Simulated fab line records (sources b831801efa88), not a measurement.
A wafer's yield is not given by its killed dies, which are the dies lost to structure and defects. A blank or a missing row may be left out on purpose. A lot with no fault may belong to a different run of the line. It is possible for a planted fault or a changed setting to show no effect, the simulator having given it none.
Comparing a struck lot with a sound one ; flow sky130 ; 18 out of 708 route steps
Sound: the wafers L684.1, L684.2, L684.5. Struck: wafer L696.2. (L696.1, L696.3 of the same lot were not struck and are left out.) The cause comes at the end.
Per side, at each step with rows, come the tool, then ch with its chambers, and then its first start. Under that, the readings that differ: sound wafers ; struck wafers ; difference of the means ; sigmas: that difference in standard deviations of wafers without a fault.
alike: words and numbers the same on both sides, and readings whose means are apart by under 2 such deviations; not compared: readings that were withheld, readings missing a value for some wafer, numbers with overlapping values and no deviation given by the record, and bounds like >300 which may hide the same value.
A row with sigmas, a row that says differs or no value, or rows on one side alone: a step with any of these is where the two part. When numbers do not overlap yet have no deviation, they are printed without sigmas and do not part them. A reading that every wafer of one side lacks parts them only if that side has two wafers or more.

first, 9 steps without rows for these wafers: SKY_CAP2M_CLEAN_17 (cleans in O3/DIW); SKY_METAL4_DEHYDRATE_05 (time 60 s); SKY_METAL4_HMDS_06 (prime time 60 s); SKY_METAL4_COAT_07 (resist thk 60 nm); SKY_METAL4_COAT_08 (resist thk 1140 nm); SKY_METAL4_SOFTBAKE_09 (time 90 s); SKY_METAL4_EXPOSE_10 (exposes mask MM4, target cd 300 nm); SKY_METAL4_PEB_11; SKY_METAL4_DEVELOP_12 (develop time 60 s).
SKY_METAL4_CD_MEAS_13: the cd target is 300 nm.
  sound on cd_sem-01, day 42 08:50; struck on cd_sem-02, day 45 12:44
  alike: cd_nm
SKY_METAL4_OVL_MEAS_14:
  sound on overlay-01, day 42 08:58; struck on overlay-01, day 45 12:52
  alike: METAL4_OVL
SKY_METAL4_DESCUM_15: chemistry O2, time 8 s.
  sound on rie_metal-02 ch 0,1, day 42 09:00; struck on rie_metal-02 ch 1, day 45 12:54
  alike: chamber_pressure_mTorr, drypump_motor_current_A, oes_product_au
  not compared: rf_hours_counter_h
SKY_METAL4_ETCH_16: etches BARC in N2/H2, stops on SiO2, time 88.2 s, target depth 60 nm.
  sound on rie_metal-02 ch 0,1, day 42 09:02; struck on rie_metal-02 ch 1, day 45 12:56
reading;sound;struck;difference;sigmas
oes_product_au (a.u.);0.621 0.622 0.623;0.984;+0.362;+80
run_length_s (s);117.2 115.9 116.2;78.3;-38.1;-38
throttle_valve_pct (%);13.220 13.198 13.200;13.231;+0.025;+3
model.KrF-thick_of_METAL4_COAT_08.thk_nm (nm);1078 1074 1074;1096;+21;
model.METAL4.cd_nm (nm);298.1 298.2 298.6;309;+11;
  alike: chamber_pressure_mTorr, drypump_motor_current_A
  not compared: rf_hours_counter_h
SKY_METAL4_ETCH_17: etches SiO2 in C4F8/O2/Ar, stops on TiN, time 3.9 s, target depth 15 nm.
  sound on rie_diel-03 ch 0,1, day 42 09:08; struck on rie_diel-03 ch 3, day 45 13:04
  alike: chamber_pressure_mTorr, oes_product_au
SKY_METAL4_METAL_ETCH_18: etches the open film in Cl2/BCl3, stops on SiO2, target depth 845 nm, time 183.1 s.
  sound on rie_metal-03 ch 0,1, day 42 09:08; struck on rie_metal-03 ch 1, day 45 13:05
reading;sound;struck;difference;sigmas
model.KrF-thick_of_METAL4_COAT_08.thk_nm (nm);532.5 533.6 534.3;555.7;+22.2;
model.METAL4.cd_nm (nm);296.6 297.2 297.1;308.7;+11.7;
  alike: chamber_pressure_mTorr, drypump_motor_current_A, oes_product_au, run_length_s, throttle_valve_pct
  not compared: rf_hours_counter_h
SKY_METAL4_STRIP_19: strips in O2/N2.
  sound on plasma_asher-04 ch 0,1, day 42 09:19; struck on plasma_asher-04 ch 0, day 45 13:16
reading;sound;struck;difference;sigmas
strip_time_to_endpoint_s (s);6.57 6.61 6.60;6.83;+0.24;+4
  alike: chamber_pressure_mTorr, drypump_motor_current_A, oes_product_au
  not compared: rf_hours_counter_h
then, 1 step without rows for these wafers: SKY_METAL4_STRIP_20 (strips in post etch residue remover, time 1200 s).
-- the record jumps here: 4 days lie between the struck wafers' starts before and after (it left off in module METAL4 and takes up again in module PAD_OPEN, whose first step shown is number 708 of the route) --
SKY_PAD_OPEN_PROBE_99:
  sound on prober-01, day 46 08:15; struck on prober-02, day 49 01:25
reading;sound;struck;difference;sigmas
killed_at_front_end;11 14 21;28;+13;+3
  alike: defect_limited_yield, killed_at_M0_to_M3, killed_at_M4_up, killed_at_contacts, killed_at_other, killed_dies, killed_open, killed_short, sort_bin_3_pad_short, sort_bin_5_function, sort_bin_6_memory, sort_n_pass, sort_yield_pct

## WHERE THEY PART
First at SKY_METAL4_ETCH_16; last, within this record, at SKY_PAD_OPEN_PROBE_99.

WHY: the cause the simulator had injected
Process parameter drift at SKY_METAL4_ETCH_16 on rie_metal-02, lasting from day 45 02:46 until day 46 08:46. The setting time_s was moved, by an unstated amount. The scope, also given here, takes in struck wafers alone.
